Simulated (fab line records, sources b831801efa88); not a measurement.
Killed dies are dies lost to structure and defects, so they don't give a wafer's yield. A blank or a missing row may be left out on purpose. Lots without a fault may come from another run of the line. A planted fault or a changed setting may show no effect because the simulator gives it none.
Chamber matching | flow sky130 | SKY_CAP2M_CVD_00 on pecvd-04: 3 sister chambers
The step deposits SiO2, target thk 15.5 nm. 14 wafers are shown with their chamber, then 7 later ones without.

WAFERS WITH THEIR CHAMBER
wafer  | chamber | heater_power_w (W)
L346.3 | 2       | 689
L346.4 | 2       | 673
L346.5 | 1       | 539
L349.3 | 0       | 562
L349.4 | 0       | 562
L349.6 | 1       | 641
L355.1 | 0       | 499
L355.3 | 2       | 673
L355.4 | 1       | 582
L356.1 | 2       | 712
L356.4 | 1       | 646
L356.5 | 2       | 706
L359.1 | 0       | 596
L359.3 | 1       | 549

SIGNATURES (means of the wafers above)
reading        | chamber 0 | chamber 1 | chamber 2 | scatter within a chamber
heater_power_w | 554.75    | 591.40    | 690.60    | 38.5
Rule: a wafer's distance from a chamber is the root of the sum, over the readings, of the square of ((its reading less the chamber's mean) divided by the reading's scatter). The wafer belongs to the nearest chamber; if the next one is less than 2 further off, it can't be placed. The scatter: the root of (the sum of the squares of (reading less its chamber's mean) over the shown wafers, divided by (wafers less chambers)).

WAFERS WITHOUT THEIR CHAMBER
wafer  | heater_power_w (W)
L359.5 | 608
L361.3 | 707
L361.5 | 629
L361.6 | 619
L362.2 | 519
L362.4 | 673
L362.6 | 622

WHICH CHAMBER EACH WENT THROUGH
wafer  | from the rows above          | in truth
L359.5 | can't be placed: 1 or 0 or 2 | 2
L361.3 | 2                            | 2
L361.5 | can't be placed: 1 or 2 or 0 | 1
L361.6 | can't be placed: 1 or 0 or 2 | 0
L362.2 | can't be placed: 0 or 1      | 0
L362.4 | can't be placed: 2 or 1      | 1
L362.6 | can't be placed: 1 or 0 or 2 | 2
Placed correctly: 1 of 7. Can't be placed from these rows: 6 (the true chamber is among the candidates in 6). Placed wrongly: 0.
